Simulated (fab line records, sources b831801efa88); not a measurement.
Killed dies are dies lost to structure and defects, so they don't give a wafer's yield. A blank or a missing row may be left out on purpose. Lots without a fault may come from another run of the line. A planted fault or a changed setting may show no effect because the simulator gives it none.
fab line records | flow sky130
record lots=15 wafers=45 last_day=51
route steps=708 shown VIA2@523 METAL3@566
lots that met no fault: from a run of the same line without faults
start_h: hours from the record's first day to the start of the lot's first wafer shown | wait_h: hours since the lot's step before | " the same as in the row above | L1.1+2: a row that stands for several wafers | - no value, or no start given | * or withheld: withheld | < > ~ a bound
route shown NAME@n: a module of which the file shows steps, and the number in the route of the first | usual: mean/standard deviation of fault-free wafers | same: alike in all rows | chamber/n: place in a boat | sites: the reading at each site | _std_site: their standard deviation | _edge_site: outer sites' mean less inner sites' | radius_mm: how far each site lies from the wafer's centre | mask NAME#n: copy n | behind: the tool/chamber that last shaped the wafer | hold: why the lot was held/for how many hours/how that ended | device: the transistor (n, p or np) that didn't switch | end of line: the same wafers' tests at the end of the route | a step without rows: its recipe alone | killed: dies lost to structure and defects at the first sort, not the wafer's yield | map: a wafer's dies, x killed, . not, _ none there
set.NAME: the setting as run; set.NAME@STEP: as run at that earlier step | model.NAME: the simulator's own value behind a step, which no gauge read
steps of the route over a sample of lots; a table a step, a row a wafer
services: from which hour (start_h, from the record's first day; less than 0 if before it) a tool's chamber was out of use, for how many hours, and why
## steps
# step SKY_VIA2_STRIP_16
# recipe chemistry=O2/N2 power_w=1400 pressure_mtorr=1500 platen_temp_c=withheld o2_flow_sccm=3000 n2_flow_sccm=300 overash_fraction=0.5
# usual chamber_pressure_mTorr=1500.1/1.4 drypump_motor_current_A=5.8/0.34 oes_product_au=0.399/0.0047 strip_time_to_endpoint_s=4.040/0.023
# columns lot.wafer tool chamber start_h wait_h chamber_pressure_mTorr drypump_motor_current_A oes_product_au rf_hours_counter_h strip_time_to_endpoint_s
L119.2 plasma_asher-03 0 869.18 0.1 1500.4 5.3 0.401 73 4.031
L119.4 " 0 " " 1500.6 5.3 0.394 - 4.012
L119.5 " 1 " " 1501.2 5.2 0.404 - 4.030
L121.1 plasma_asher-02 0 881.81 0.0 1502.4 5.7 0.396 110 4.043
L121.4 " 0 " " 1500.8 5.7 0.402 - 4.025
L121.6 " 1 " " 1499.7 6.1 0.406 - 4.053
L122.1 plasma_asher-04 1 895.51 0.0 1499.8 6.3 0.392 16 4.030
L122.2 " 0 " " 1499.5 5.6 0.401 16 4.023
L122.6 " 1 " " 1499.1 6.2 0.408 - 4.023
L123.1 plasma_asher-04 1 903.13 0.0 1500.9 6.2 0.394 17 4.034
L123.4 " 0 " " 1501.1 5.6 0.394 - 4.049
L123.6 " 0 " " 1499.9 5.6 0.401 - 4.023
L125.3 plasma_asher-02 0 910.70 0.1 1498.8 5.6 0.401 - 4.036
L125.5 " 1 " " 1501.0 6.1 0.395 - 4.022
L125.6 " 0 " " 1498.4 5.6 0.396 - 4.055
L126.3 plasma_asher-04 0 925.90 0.1 1501.1 5.6 0.392 - 4.099
L126.4 " 1 " " 1498.0 6.3 0.400 - 4.098
L126.6 " 0 " " 1499.6 5.6 0.404 - 4.069
L127.1 plasma_asher-04 1 931.61 0.0 1501.6 6.2 0.403 19 4.057
L127.2 " 0 " " 1500.4 5.6 0.400 19 4.035
L127.3 " 0 " " 1500.7 5.6 0.399 - 4.012
L128.2 plasma_asher-02 1 939.76 0.0 1500.2 6.1 0.400 116 4.039
L128.3 " 0 " " 1500.6 5.7 0.398 - 4.001
L128.4 " 1 " " 1499.6 6.1 0.395 - 4.033
L129.2 plasma_asher-03 1 945.46 0.0 1500.3 5.2 0.400 80 4.051
L129.3 " 0 " " 1499.1 5.3 0.410 - 4.085
L129.6 " 1 " " 1497.5 5.2 0.394 - 4.026
L134.2 plasma_asher-02 0 979.66 0.0 1501.1 5.6 0.401 120 4.039
L134.3 " 1 " " 1501.7 6.1 0.400 - 4.013
L134.6 " 0 " " 1500.4 5.7 0.406 - 4.015
L136.1 plasma_asher-02 1 997.01 0.0 1500.9 6.1 0.400 121 4.068
L136.2 " 0 " " 1497.9 5.6 0.398 121 4.058
L136.5 " 1 " " 1498.9 6.1 0.399 - 4.034
L137.3 plasma_asher-04 1 997.91 0.1 1501.3 6.3 0.399 - 3.990
L137.4 " 0 " " 1502.7 5.6 0.398 - 4.031
L137.5 " 0 " " 1498.8 5.6 0.404 - 4.014
L140.1 plasma_asher-02 1 1018.78 0.0 1499.8 6.1 0.401 124 4.057
L140.4 " 0 " " 1501.0 5.6 0.407 - 4.036
L140.6 " 0 " " 1500.1 5.6 0.393 - 4.022
L141.3 plasma_asher-04 1 1020.39 0.1 1500.6 6.3 0.394 - 4.008
L141.5 " 1 " " 1496.4 6.3 0.407 - 4.028
L141.6 " 0 " " 1499.2 5.6 0.402 - 4.051
L142.2 plasma_asher-02 1 1024.16 0.0 1499.8 6.1 0.409 124 4.041
L142.3 " 1 " " 1501.3 6.1 0.404 - 4.068
L142.6 " 1 " " 1499.4 6.1 0.399 - 4.042
# step SKY_VIA2_SPUTTER_20
# recipe material=TiN target_thk_nm=20 chamber_pressure_pa=5 power_w=4000 time_s=80
# usual cathode_dc_power_W=4000.0/0.77 throttle_valve_pct=29.8/0.93
# columns lot.wafer tool chamber start_h wait_h cathode_dc_power_W throttle_valve_pct
L119.2 pvd_sputter-01 - 869.77 0.0 3999.4 29.5
L119.4 " - " " 4000.8 30.5
L119.5 " - " " 4000.0 29.8
L121.1 pvd_sputter-04 - 882.45 0.0 3999.6 30.1
L121.4 " - " " 4000.1 29.3
L121.6 " - " " 3999.9 29.3
L122.1 pvd_sputter-04 - 896.14 0.0 3998.7 29.1
L122.2 " - " " 3999.2 30.2
L122.6 " - " " 4000.1 28.7
L123.1 pvd_sputter-01 - 903.90 0.0 4000.2 29.6
L123.4 " - " " 4000.1 30.7
L123.6 " - " " 3999.6 29.6
L125.3 pvd_sputter-04 - 911.26 0.0 3999.5 29.1
L125.5 " - " " 3999.6 30.2
L125.6 " - " " 3999.3 28.8
L126.3 pvd_sputter-01 - 926.49 0.0 4000.0 31.7
L126.4 " - " " 4001.4 30.3
L126.6 " - " " 3999.3 29.9
L127.1 pvd_sputter-02 - 932.21 0.0 4000.3 27.8
L127.2 " - " " 3999.4 28.9
L127.3 " - " " 4000.6 29.3
L128.2 pvd_sputter-02 - 940.39 0.0 3999.9 29.6
L128.3 " - " " 3999.9 29.0
L128.4 " - " " 4000.4 30.7
L129.2 pvd_sputter-04 - 946.07 0.0 4001.7 30.1
L129.3 " - " " 4000.0 29.1
L129.6 " - " " 3999.4 30.1
L134.2 pvd_sputter-04 - 980.26 0.0 3999.0 30.3
L134.3 " - " " 3999.9 28.9
L134.6 " - " " 3999.6 30.1
L136.1 pvd_sputter-01 - 997.60 0.0 3999.5 30.2
L136.2 " - " " 3998.7 31.9
L136.5 " - " " 3999.8 29.6
L137.3 pvd_sputter-04 - 998.48 0.0 4000.4 30.1
L137.4 " - " " 3999.0 30.2
L137.5 " - " " 3998.7 30.3
L140.1 pvd_sputter-02 - 1019.45 0.0 4000.4 30.7
L140.4 " - " " 3999.5 27.8
L140.6 " - " " 4000.5 30.6
L141.3 pvd_sputter-04 - 1021.00 0.0 4000.1 28.9
L141.5 " - " " 3999.8 28.7
L141.6 " - " " 4000.6 30.7
L142.2 pvd_sputter-01 - 1024.80 0.0 3999.7 29.7
L142.3 " - " " 3999.3 30.7
L142.6 " - " " 4000.3 31.7
# step SKY_METAL3_ETCH_16
# recipe chemistry=N2/H2 target=BARC ion_energy_ev=200 bias_w=100 pressure_mtorr=30 n2_flow_sccm=100 h2_flow_sccm=200 icp_w=500 stop_on=SiO2 time_s=88.2 target_depth_a=600
# usual bias_w=100.0/0.31 chamber_pressure_mTorr=30.000/0.024 drypump_motor_current_A=5.7/0.69 oes_product_au=0.626/0.0049 throttle_valve_pct=13.204/0.009
# columns lot.wafer tool chamber start_h wait_h bias_w chamber_pressure_mTorr drypump_motor_current_A oes_product_au rf_hours_counter_h throttle_valve_pct
L119.2 rie_metal-03 0 925.30 0.0 99.8 29.977 4.8 0.627 15 13.219
L119.4 " 1 " " 100.6 30.011 5.6 0.634 - 13.198
L119.5 " 0 " " 99.7 29.968 4.9 0.624 - 13.227
L121.1 rie_metal-04 1 935.24 0.0 99.6 30.002 6.4 0.619 9 13.218
L121.4 " 1 " " 99.6 30.025 6.5 0.626 - 13.200
L121.6 " 0 " " 99.9 30.005 5.0 0.624 - 13.195
L122.1 rie_metal-01 1 949.14 0.0 99.6 29.951 6.1 0.627 9 13.199
L122.2 " 0 " " 99.9 29.981 6.7 0.627 11 13.209
L122.6 " 1 " " 100.1 30.016 6.2 0.622 - 13.186
L123.1 rie_metal-04 1 955.80 0.0 99.5 30.001 6.5 0.633 10 13.198
L123.4 " 1 " " 99.9 29.955 6.5 0.625 - 13.203
L123.6 " 0 " " 99.3 29.985 5.0 0.622 - 13.201
L125.3 rie_metal-01 1 963.17 0.0 99.9 29.988 6.1 0.626 - 13.222
L125.5 " 1 " " 99.5 29.997 6.1 0.624 - 13.206
L125.6 " 0 " " 100.0 29.988 6.7 0.632 - 13.206
L126.3 rie_metal-04 0 978.02 0.0 100.0 29.990 5.0 0.625 - 13.197
L126.4 " 1 " " 99.8 30.029 6.5 0.622 - 13.194
L126.6 " 1 " " 99.7 30.019 6.4 0.626 - 13.201
L127.1 rie_metal-03 1 983.04 0.0 100.2 29.992 5.6 0.625 7 13.209
L127.2 " 0 " " 100.5 29.989 4.8 0.625 18 13.192
L127.3 " 1 " " 100.1 30.015 5.6 0.635 - 13.211
L128.2 rie_metal-04 1 989.45 0.0 100.0 30.028 6.4 0.616 12 13.209
L128.3 " 1 " " 100.0 30.028 6.4 0.622 - 13.202
L128.4 " 0 " " 99.5 30.019 5.0 0.629 - 13.210
L129.2 rie_metal-04 0 997.10 0.0 99.8 30.029 5.0 0.625 4 13.207
L129.3 " 0 " " 100.3 30.013 5.0 0.629 - 13.202
L129.6 " 1 " " 100.2 29.966 6.5 0.634 - 13.203
L134.2 rie_metal-01 1 1029.69 0.0 99.9 29.969 6.1 0.625 13 13.191
L134.3 " 0 " " 100.5 30.026 6.7 0.623 - 13.213
L134.6 " 1 " " 100.0 30.000 6.1 0.628 - 13.209
L136.1 rie_metal-01 0 1046.29 0.0 100.0 29.987 6.7 0.625 16 13.198
L136.2 " 1 " " 99.6 30.010 6.1 0.623 14 13.215
L136.5 " 0 " " 100.7 30.041 6.7 0.622 - 13.208
L137.3 rie_metal-03 0 1046.89 0.0 100.1 30.027 4.8 0.624 - 13.204
L137.4 " 1 " " 99.3 30.015 5.6 0.628 - 13.194
L137.5 " 0 " " 100.0 29.965 4.8 0.632 - 13.204
L140.1 rie_metal-04 0 1066.99 0.0 100.1 30.005 5.0 0.615 8 13.201
L140.4 " 1 " " 99.8 29.959 6.5 0.619 - 13.201
L140.6 " 1 " " 100.3 29.981 6.5 0.617 - 13.216
L141.3 rie_metal-03 0 1068.57 0.0 99.9 29.965 4.8 0.632 - 13.200
L141.5 " 1 " " 100.4 30.000 5.6 0.623 - 13.195
L141.6 " 0 " " 99.8 29.960 4.8 0.631 - 13.190
L142.2 rie_metal-03 0 1072.54 0.0 100.1 29.965 4.8 0.632 23 13.201
L142.3 " 1 " " 100.6 30.006 5.6 0.624 - 13.205
L142.6 " 0 " " 100.2 29.974 4.9 0.625 - 13.189
# step SKY_METAL3_METAL_ETCH_18
# recipe target_depth_a=8450 stop_on=SiO2 over_etch_frac=0.3 time_s=183.1 chemistry=Cl2/BCl3 resist_sidewall_deg=88 pressure_mtorr=10 icp_w=900 bias_w=48.5 Cl2_flow_sccm=60 bcl3_flow_sccm=30
# usual bcl3_flow_sccm=29.99/0.084 bias_w=48.48/0.16 chamber_pressure_mTorr=10.000/0.01 drypump_motor_current_A=5.9/0.69 oes_product_au=0.866/0.0064 throttle_valve_pct=22.265/0.0092
# columns lot.wafer tool chamber start_h wait_h bcl3_flow_sccm bias_w chamber_pressure_mTorr drypump_motor_current_A oes_product_au rf_hours_counter_h throttle_valve_pct
L119.2 rie_metal-01 1 925.42 0.0 30.02 48.33 9.981 6.1 0.867 7 22.268
L119.4 " 1 " " 30.06 48.29 9.998 6.1 0.874 - 22.263
L119.5 " 0 " " 30.08 48.58 10.011 6.7 0.884 - 22.280
L121.1 rie_metal-01 1 935.36 0.0 29.85 48.34 10.002 6.1 0.862 8 22.280
L121.4 " 1 " " 29.97 48.33 9.974 6.1 0.858 - 22.279
L121.6 " 0 " " 30.02 48.67 9.983 6.7 0.873 - 22.286
L122.1 rie_metal-04 1 949.25 0.0 29.85 48.30 9.987 6.5 0.862 10 22.263
L122.2 " 0 " " 30.02 48.72 10.001 5.0 0.859 2 22.256
L122.6 " 0 " " 30.15 48.57 10.005 5.0 0.864 - 22.270
L123.1 rie_metal-01 0 955.92 0.0 30.03 48.62 10.000 6.7 0.870 11 22.268
L123.4 " 1 " " 29.90 48.24 9.995 6.1 0.869 - 22.270
L123.6 " 1 " " 29.89 48.59 10.005 6.1 0.876 - 22.257
L125.3 rie_metal-03 1 963.32 0.1 30.09 48.49 9.987 5.6 0.879 - 22.269
L125.5 " 1 " " 30.02 48.80 10.015 5.6 0.871 - 22.258
L125.6 " 0 " " 29.93 48.37 9.996 4.8 0.873 - 22.259
L126.3 rie_metal-03 1 978.17 0.1 29.93 48.44 10.018 5.6 0.862 - 22.268
L126.4 " 0 " " 30.03 48.54 9.999 4.8 0.868 - 22.268
L126.6 " 0 " " 30.07 48.44 9.992 4.8 0.871 - 22.259
L127.1 rie_metal-04 1 983.15 0.0 - - - - - - -
L127.2 " 0 " " - - - - - - -
L127.3 " 1 " " - - - - - - -
L128.2 rie_metal-01 0 989.57 0.0 - - - - - - -
L128.3 " 1 " " - - - - - - -
L128.4 " 0 " " - - - - - - -
L129.2 rie_metal-03 0 997.22 0.0 - - - - - - -
L129.3 " 1 " " - - - - - - -
L129.6 " 1 " " - - - - - - -
L134.2 rie_metal-03 1 1029.81 0.0 29.91 48.43 10.008 5.6 0.867 9 22.253
L134.3 " 1 " " 29.96 48.20 10.011 5.6 0.863 - 22.251
L134.6 " 1 " " 30.00 48.38 9.994 5.7 0.867 - 22.250
L136.1 rie_metal-04 1 1046.40 0.0 30.11 48.52 9.993 6.4 0.854 15 22.273
L136.2 " 0 " " 29.97 48.61 10.001 5.0 0.863 6 22.273
L136.5 " 0 " " 30.05 48.91 10.008 5.0 0.871 - 22.274
L137.3 rie_metal-01 0 1047.03 0.1 29.83 48.62 9.985 6.7 0.864 - 22.255
L137.4 " 1 " " 30.07 48.73 10.019 6.1 0.862 - 22.259
L137.5 " 0 " " 29.86 48.50 10.005 6.7 0.858 - 22.265
L140.1 rie_metal-01 1 1067.11 0.0 30.01 48.63 10.007 6.1 0.860 16 22.277
L140.4 " 0 " " 30.05 48.41 10.005 6.7 0.853 - 22.257
L140.6 " 1 " " 29.93 48.68 10.000 6.1 0.873 - 22.257
L141.3 rie_metal-04 1 1068.72 0.1 30.01 48.42 9.995 6.5 0.875 - 22.274
L141.5 " 0 " " 30.06 48.42 9.988 5.0 0.863 - 22.253
L141.6 " 1 " " 30.06 48.39 10.003 6.5 0.866 - 22.253
L142.2 rie_metal-01 1 1072.66 0.0 30.06 48.54 9.989 6.1 0.864 16 22.273
L142.3 " 0 " " 30.09 48.29 9.991 6.6 0.869 - 22.263
L142.6 " 1 " " 29.95 48.46 10.000 6.1 0.867 - 22.250
# step SKY_METAL3_STRIP_19
# recipe chemistry=O2/N2 power_w=1400 pressure_mtorr=1500 platen_temp_c=withheld o2_flow_sccm=3000 n2_flow_sccm=300 overash_fraction=0.5
# usual chamber_pressure_mTorr=1499.9/1.4 drypump_motor_current_A=5.6/0.38 oes_product_au=0.501/0.0051 strip_time_to_endpoint_s=6.52/0.06
# columns lot.wafer tool chamber start_h wait_h chamber_pressure_mTorr drypump_motor_current_A oes_product_au rf_hours_counter_h strip_time_to_endpoint_s
L119.2 plasma_asher-03 0 925.60 0.1 1501.1 5.3 0.498 78 6.51
L119.4 " 1 " " 1501.6 5.2 0.502 - 6.53
L119.5 " 1 " " 1500.2 5.2 0.499 - 6.45
L121.1 plasma_asher-01 1 935.53 0.1 1500.9 5.7 0.510 47 6.58
L121.4 " 0 " " 1500.5 5.2 0.501 - 6.54
L121.6 " 0 " " 1501.8 5.2 0.506 - 6.49
L122.1 plasma_asher-03 1 949.43 0.1 1495.4 5.3 0.499 81 6.49
L122.2 " 0 " " 1498.6 5.3 0.500 81 6.60
L122.6 " 0 " " 1499.7 5.3 0.502 - 6.54
L123.1 plasma_asher-01 1 956.10 0.1 1501.7 5.7 0.504 49 6.49
L123.4 " 1 " " 1499.0 5.7 0.500 - 6.53
L123.6 " 1 " " 1500.0 5.7 0.509 - 6.52
L125.3 plasma_asher-04 0 963.47 0.1 1497.9 5.6 0.495 - 6.44
L125.5 " 1 " " 1498.9 6.3 0.497 - 6.46
L125.6 " 0 " " 1499.7 5.6 0.502 - 6.53
L126.3 plasma_asher-01 1 978.32 0.1 1499.6 5.8 0.504 - 6.50
L126.4 " 0 " " 1499.9 5.3 0.498 - 6.45
L126.6 " 0 " " 1496.8 5.2 0.498 - 6.45
L127.1 plasma_asher-04 1 983.33 0.1 1501.4 6.3 0.708 24 11.84
L127.2 " 0 " " 1498.8 5.6 0.710 24 11.89
L127.3 " 1 " " 1501.6 6.3 0.705 - 11.85
L128.2 plasma_asher-04 0 989.75 0.1 1499.7 5.6 0.719 25 11.87
L128.3 " 0 " " 1497.8 5.6 0.706 - 11.85
L128.4 " 1 " " 1500.1 6.3 0.717 - 11.83
L129.2 plasma_asher-01 0 997.40 0.1 1500.7 5.2 0.712 53 11.90
L129.3 " 0 " " 1499.2 5.2 0.710 - 11.88
L129.6 " 1 " " 1498.8 5.8 0.712 - 11.84
L134.2 plasma_asher-03 1 1029.99 0.1 1500.2 5.2 0.505 87 6.49
L134.3 " 0 " " 1500.0 5.3 0.503 - 6.48
L134.6 " 0 " " 1499.4 5.3 0.505 - 6.53
L136.1 plasma_asher-04 0 1046.58 0.1 1499.4 5.6 0.503 31 6.56
L136.2 " 1 " " 1498.8 6.3 0.505 31 6.60
L136.5 " 1 " " 1501.1 6.3 0.503 - 6.53
L137.3 plasma_asher-04 1 1047.18 0.1 1500.4 6.3 0.505 - 6.62
L137.4 " 0 " " 1501.9 5.6 0.498 - 6.56
L137.5 " 0 " " 1502.1 5.6 0.497 - 6.51
L140.1 plasma_asher-03 0 1067.29 0.1 1499.6 5.3 0.502 91 6.61
L140.4 " 0 " " 1498.7 5.3 0.498 - 6.57
L140.6 " 1 " " 1501.3 5.2 0.508 - 6.52
L141.3 plasma_asher-03 1 1068.87 0.1 1502.0 5.2 0.496 - 6.49
L141.5 " 1 " " 1501.7 5.2 0.505 - 6.63
L141.6 " 0 " " 1499.9 5.3 0.498 - 6.51
L142.2 plasma_asher-01 1 1072.84 0.1 1498.7 5.8 0.513 61 6.59
L142.3 " 1 " " 1501.2 5.8 0.510 - 6.50
L142.6 " 1 " " 1499.7 5.8 0.505 - 6.54
## services
# columns tool chamber start_h hours kind
pvd_sputter-04 - 853.66 4.9 repair
plasma_asher-02 - 864.67 2.8 pm
pvd_sputter-01 - 865.90 2.4 repair
rie_metal-03 0 875.33 21.9 repair
pvd_sputter-01 - 876.03 14.1 repair
pvd_sputter-01 - 883.19 3.2 repair
pvd_sputter-04 - 884.17 3.1 repair
rie_metal-04 0 899.61 - clean
rie_metal-04 0 899.61 14.8 scheduled_down
rie_metal-04 0 899.61 14.8 vent_cycle
rie_metal-01 - 948.12 0.8 repair
rie_metal-03 - 964.00 2.8 pm
pvd_sputter-02 - 969.60 1.2 repair
plasma_asher-03 - 984.82 0.7 repair
plasma_asher-03 - 997.94 0.3 repair
plasma_asher-03 - 1000.28 14.6 pm
pvd_sputter-02 - 1010.82 1.4 repair
plasma_asher-02 - 1012.35 2.1 repair
rie_metal-03 - 1018.82 2.4 repair
pvd_sputter-04 - 1025.43 6.6 repair
pvd_sputter-04 - 1034.96 6.0 repair
rie_metal-03 - 1035.84 0.3 repair
plasma_asher-02 - 1040.16 5.7 repair
plasma_asher-02 - 1055.25 9.0 pm
## key
first_sign step=SKY_METAL3_METAL_ETCH_18 reading=tool_record direction=missing
effect step=SKY_METAL3_STRIP_19 reading=strip_time_to_endpoint_s direction=up sigmas=88 usual=* struck=*
met_at SKY_METAL3_METAL_ETCH_18
struck_lots L127,L128,L129
later_rows_left_out L127.1,L127.2,L127.3,L128.2,L128.3,L128.4,L129.2,L129.3,L129.6
sort_left_out L127.1,L127.2,L127.3,L128.2,L128.3,L128.4,L129.2,L129.3,L129.6
not_acting_at SKY_VIA2_STRIP_16,SKY_VIA2_SPUTTER_20,SKY_METAL3_ETCH_16
onset_between 978.17 983.15
fault kind=skipped_step_whole tool=rie_metal-01,rie_metal-03,rie_metal-04 chamber=- onset_h=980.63 steps=SKY_METAL3_METAL_ETCH_18 scope=struck_lots_only
# sort_left_out: the simulated sort isn't trusted on such a fault, so these wafers' sort isn't shown, and their yield isn't known
# later_rows_left_out: the simulator's readings of these wafers behind a module that went badly wrong aren't trusted and aren't shown, but for the sort
